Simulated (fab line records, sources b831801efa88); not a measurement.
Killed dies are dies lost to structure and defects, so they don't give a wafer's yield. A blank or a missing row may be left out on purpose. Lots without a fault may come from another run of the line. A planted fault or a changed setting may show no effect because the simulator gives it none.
A struck lot beside a sound one | flow sky130 | 18 steps out of a route of 708
Sound: wafers L133.2, L133.4, L133.5. Struck: wafers L139.1, L139.3, L139.6. The cause comes at the end.
At each step with rows: each side's tool, then ch and its chambers, then its first start. Under that, the readings that differ: sound wafers | struck wafers | difference of the means | sigmas: that difference in standard deviations of wafers without a fault.
alike: readings whose means differ by less than 2 such deviations, and words and numbers that are the same on both sides. not compared: withheld readings, readings that some wafer has no value for, bounds like >300 that may hide the same value, and numbers for which the record gives no deviation and whose values overlap.
The two part at a step that has a row with sigmas, a row that says differs or no value, or rows on one side only. Numbers that don't overlap but have no deviation are shown without sigmas and don't part them. A reading that every wafer of one side lacks parts them only if that side has two wafers or more.

first, 3 steps without rows for these wafers: SKY_VT_ADJUST_NCORE_EXPOSE_04 (exposes mask LVTN COMPLEMENT THIN, target cd 380 nm); SKY_VT_ADJUST_NCORE_PEB_05; SKY_VT_ADJUST_NCORE_DEVELOP_06 (develop time 60 s).
SKY_VT_ADJUST_NCORE_CD_MEAS_07: target cd 380 nm.
  sound on cd_sem-01, day 10 21:32; struck on cd_sem-02, day 12 14:46
  reading    | sound             | struck            | difference | sigmas
  cd_nm (nm) | 383.1 383.5 381.1 | 377.9 376.3 378.5 | -5.0       | -2
SKY_VT_ADJUST_NCORE_OVL_MEAS_08:
  sound on overlay-01, day 10 21:38; struck on overlay-02, day 12 14:53
  alike: VT_ADJUST_NCORE_OVL
then, 1 step without rows for these wafers: SKY_VT_ADJUST_NCORE_IMPLANT_09.
SKY_VT_ADJUST_NCORE_STRIP_10: strips in O2/N2.
  sound on plasma_asher-03 ch 0,1, day 10 21:49; struck on plasma_asher-03 ch 0,1, day 12 15:04
  alike: drypump_motor_current_A, oes_product_au, strip_time_to_endpoint_s
  not compared: rf_hours_counter_h
SKY_VT_ADJUST_NCORE_TW_MEAS_11:
  sound on film_metro-04, day 10 21:56; struck on film_metro-04, day 12 15:10
  alike: VT_ADJUST_NCORE_TW
then, 4 steps without rows for these wafers: SKY_VT_ADJUST_HVTR_DEHYDRATE_00 (time 60 s); SKY_VT_ADJUST_HVTR_HMDS_01 (prime time 60 s); SKY_VT_ADJUST_HVTR_COAT_02 (resist thk 1140 nm); SKY_VT_ADJUST_HVTR_SOFTBAKE_03 (time 60 s).
SKY_VT_ADJUST_HVTR_EXPOSE_04: exposes mask HVTRM, target cd 380 nm.
  sound on iline_stepper-02 ch 0, day 11 10:07; struck on iline_stepper-02 ch 0, day 13 04:44
  reading                                | sound                   | struck               | difference | sigmas
  model.VT_ADJUST_HVTR.overlay_x_nm (nm) | -0.1185 -0.1185 -0.1185 | -103.4 -103.4 -103.4 | -103.3     |
  alike: mask, exposure_dose_mJ_cm2
then, 2 steps without rows for these wafers: SKY_VT_ADJUST_HVTR_PEB_05; SKY_VT_ADJUST_HVTR_DEVELOP_06 (develop time 60 s).
SKY_VT_ADJUST_HVTR_CD_MEAS_07: target cd 380 nm.
  sound on cd_sem-02, day 11 22:56; struck on cd_sem-01, day 13 17:35
  alike: cd_nm
SKY_VT_ADJUST_HVTR_OVL_MEAS_08:
  sound on overlay-02, day 11 23:03; struck on overlay-02, day 13 17:55
  reading                 | sound        | struck               | difference | sigmas
  VT_ADJUST_HVTR_OVL (nm) | 1.0 -0.1 2.1 | -102.0 -105.5 -103.6 | -104.7     | -75
  not compared: hold
SKY_PAD_OPEN_PROBE_99:
  the record has rows for the sound wafers here (prober-02, day 48 13:02) and none for the struck ones

WHERE THEY PART
First at SKY_VT_ADJUST_NCORE_CD_MEAS_07; last, within this record, at SKY_PAD_OPEN_PROBE_99.

WHY: what the simulator had put in
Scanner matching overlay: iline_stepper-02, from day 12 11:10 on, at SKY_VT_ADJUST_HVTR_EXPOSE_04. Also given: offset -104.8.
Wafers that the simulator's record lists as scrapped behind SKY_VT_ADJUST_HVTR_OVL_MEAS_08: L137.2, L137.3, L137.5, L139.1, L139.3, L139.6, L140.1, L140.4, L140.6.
